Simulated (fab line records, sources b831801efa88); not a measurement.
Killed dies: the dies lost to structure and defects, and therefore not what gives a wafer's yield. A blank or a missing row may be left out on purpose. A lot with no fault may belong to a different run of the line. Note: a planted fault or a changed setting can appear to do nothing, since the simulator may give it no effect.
Code-filled problem report in 8D (eight disciplines) form || flow gf180mcu || the parts of the form that need people (team, actions taken, sign-off) are left out

1. PROBLEM STATEMENT
Wafers without a fault read 22.98 C, standard deviation 0.1; developer-temp-C at GF_VT_IMPLANT_DEVELOP_06 reads a mean of 22.12 C on 6 wafers belonging to 2 lots. That is -8.6 standard deviations from the usual mean.
The step: develop time 60 s.
First seen on wafer L999.2, day 7 21:22, on litho-track-01. The record has a number at this step for 18 wafers belonging to 6 lots. By rule, "out" or "out of limits" means more than 4 standard deviations away from the usual mean. All remaining wafers that have a number are taken as sound.

2. WHAT IT IS, AND WHAT IT ISN'T
{"question": "which readings at this step", "is": "developer-temp-C", "is not": "-"}
{"question": "which lots", "is": "L101, L999", "is not": "L110, L113, L990, L991"}
{"question": "which wafers of those lots", "is": "all that have a number", "is not": "-"}
{"question": "read on which tools", "is": "litho-track-01", "is not": "litho-track-02"}
{"question": "when", "is": "from day 7 21:22", "is not": "up to then (6 sound wafers); but 6 sound wafers of L110, L113 came after"}

3. WHAT RULES OUT EACH SUSPECT
Counting: a tool at any process step up to the reading remains a suspect when it ran all the lots that are out and ran no sound lot after the first of those.
- litho-track-01 at GF_VT_IMPLANT_DEVELOP_06 (develop time 60 s): ruled out as a lasting fault. Following L999 (day 7 21:22), the first lot on it that is out, the sound lots L113 were run on it.
Left after counting: nothing in the record.

4. THE CAUSE (what the simulator had put in)
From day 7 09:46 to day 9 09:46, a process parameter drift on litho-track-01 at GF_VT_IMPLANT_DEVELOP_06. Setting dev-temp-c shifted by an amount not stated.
Counting ruled it out, wrongly.

5. SEQUENCE OF EFFECTS, ordered by route
Each row: a reading where the mean over the struck wafers with a number is more than 3 standard deviations away from the usual. Readings are gone through only where the record gives a usual standard deviation; hours: the median, over the lots, of the time from a lot's start at the first step in this table giving one to that lot's start at this step; sigmas: the change measured in usual standard deviations.
{"hours": 0, "step": "GF_VT_IMPLANT_DEVELOP_06", "reading": "developer-temp-C", "usual": "22.98 C", "on struck wafers": 22.12, "change": -0.86, "sigmas": -8.6}
The process steps in it:
- GF_VT_IMPLANT_DEVELOP_06: develop time 60 s.
Later steps that measure or inspect, where all struck wafers having a row at the step show a number for every such reading and not one has moved that far: GF_VT_IMPLANT_OVL_MEAS_07.

6. HOW IT WOULD HAVE BEEN CAUGHT EARLIER
First out-of-limits reading in this record: day 7 21:22, which is 12 hours after fault onset at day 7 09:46.
